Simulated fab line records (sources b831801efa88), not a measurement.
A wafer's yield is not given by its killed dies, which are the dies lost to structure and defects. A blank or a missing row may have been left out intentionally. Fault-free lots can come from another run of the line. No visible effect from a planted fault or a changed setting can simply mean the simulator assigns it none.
A lot that was struck, set against a sound lot ; flow sky130 ; 17 steps out of a route of 708
Sound: these wafers, L564.2, L564.4, L564.6. Struck: wafer L568.2 (left out: L568.1, L568.4 of the same lot, which were not struck); the cause appears at the end.
Each step with rows lists, per side, the tool, then ch with its chambers, then its first start. Under that, the readings that differ: sound wafers ; struck wafers ; difference of the means ; sigmas: that difference in standard deviations of wafers without a fault.
alike: same words and numbers on both sides, and readings whose means sit less than 2 such deviations apart. not compared: any withheld reading, any reading some wafer has no value for, any bound like >300 that may hide the same value, and any number with overlapping values for which the record gives no deviation.
Wherever a step has rows on one side only, a row that says differs or no value, or a row with sigmas, the two part there. Numbers that don't overlap but have no deviation are shown without sigmas and don't part them. A reading that every wafer of one side lacks parts them only if that side has two wafers or more.

first, 2 steps without rows for these wafers: SKY_LOCAL_INTERCONNECT_PEB_09; SKY_LOCAL_INTERCONNECT_DEVELOP_10 (develop time 60 s).
SKY_LOCAL_INTERCONNECT_CD_MEAS_11: the cd target is 170 nm.
  sound on cdSem-01 at day 32 13:43; struck on cdSem-01 at day 33 11:46
  alike: cdNm
SKY_LOCAL_INTERCONNECT_OVL_MEAS_12:
  sound on overlay-01 at day 32 13:50; struck on overlay-01 at day 33 11:53
  alike: LOCAL_INTERCONNECT_OVL
SKY_LOCAL_INTERCONNECT_ETCH_13: etches BARC in N2/H2, stops on SiO2, time 45.9 s, target depth 60 nm.
  sound on rieMetal-01 ch 0,1, day 32 13:52; struck on rieMetal-02 ch 1, day 33 11:55
reading;sound;struck;difference;sigmas
oesProductAu (a.u.);0.857 0.856 0.855;0.867;+0.011;+2
  alike: drypumpMotorCurrentA, throttleValvePct
  not compared: rfHoursCounterH
SKY_LOCAL_INTERCONNECT_METAL_ETCH_14: etches TiN in Cl2/BCl3, stops on PSG, target depth 110 nm, time 31.4 s.
  sound on rieMetal-01 ch 0,1, day 32 13:55; struck on rieMetal-02 ch 1, day 33 11:58
  alike: drypumpMotorCurrentA, oesProductAu, throttleValvePct
  not compared: rfHoursCounterH
SKY_LOCAL_INTERCONNECT_STRIP_15: strips in O2/N2.
  sound on plasmaAsher-04 ch 1, day 32 13:58; struck on plasmaAsher-02 ch 1, day 33 12:02
  alike: drypumpMotorCurrentA, oesProductAu, stripTimeToEndpointS
  not compared: rfHoursCounterH
then, 3 steps without rows for these wafers: SKY_LOCAL_INTERCONNECT_STRIP_16 (strips in post etch residue remover, time 1200 s); SKY_LOCAL_INTERCONNECT_CLEAN_17 (cleans in IPA, time 180 s); SKY_LOCAL_INTERCONNECT_CLEAN_18 (cleans in O3/DIW).
SKY_CONTACT_CVD_00: deposits Si3N4, target thk 75 nm.
  sound on pecvd-04 ch 0,1,2, day 32 14:34; struck on pecvd-04 ch 0, day 33 12:39
  alike: heaterPowerW
SKY_CONTACT_THK_MEAS_01:
  sound on filmMetro-04 at day 32 14:37; struck on filmMetro-01 at day 33 12:41
  alike: CONTACT_CVD_00_THK
SKY_CONTACT_HDPCVD_02: deposits SiO2, target thk 565 nm, time 94.2 s.
  sound on hdpcvd-02 ch 0,1, day 32 14:40; struck on hdpcvd-02 ch 0, day 33 12:44
reading;sound;struck;difference;sigmas
runLengthS (s);122.5 121.6 121.8;117.9;-4.1;-8
model.SiO2_of_CONTACT_HDPCVD_02.thkNm (nm);560.9 569.2 563.5;536.7;-27.8;
SKY_CONTACT_THK_MEAS_03:
  sound on filmMetro-01 at day 32 14:44; struck on filmMetro-02 at day 33 12:49
reading;sound;struck;difference;sigmas
CONTACT_HDPCVD_THK (nm);561 569 563;537;-27;-5
SKY_CONTACT_CMP_04: polishes SiO2.
  sound on cmp-01 ch 0,1,2, day 32 14:50; struck on cmp-01 ch 2, day 33 12:52
reading;sound;struck;difference;sigmas
timeToEndpointS (s);74 84 84;68;-13;-3
  alike: motorCurrentA, retainingRingPressureFrac
SKY_CONTACT_BOW_MEAS_05:
  sound on filmMetro-04 at day 32 15:07; struck on filmMetro-01 at day 33 13:10
  alike: CONTACT_BOW
SKY_PAD_OPEN_PROBE_99:
  sound wafers here have rows in the record (prober-01, day 47 11:05); struck ones have none

== WHERE THEY PART ==
Earliest at SKY_LOCAL_INTERCONNECT_ETCH_13; latest, in this record, at SKY_PAD_OPEN_PROBE_99.

WHY: what the simulator had put in
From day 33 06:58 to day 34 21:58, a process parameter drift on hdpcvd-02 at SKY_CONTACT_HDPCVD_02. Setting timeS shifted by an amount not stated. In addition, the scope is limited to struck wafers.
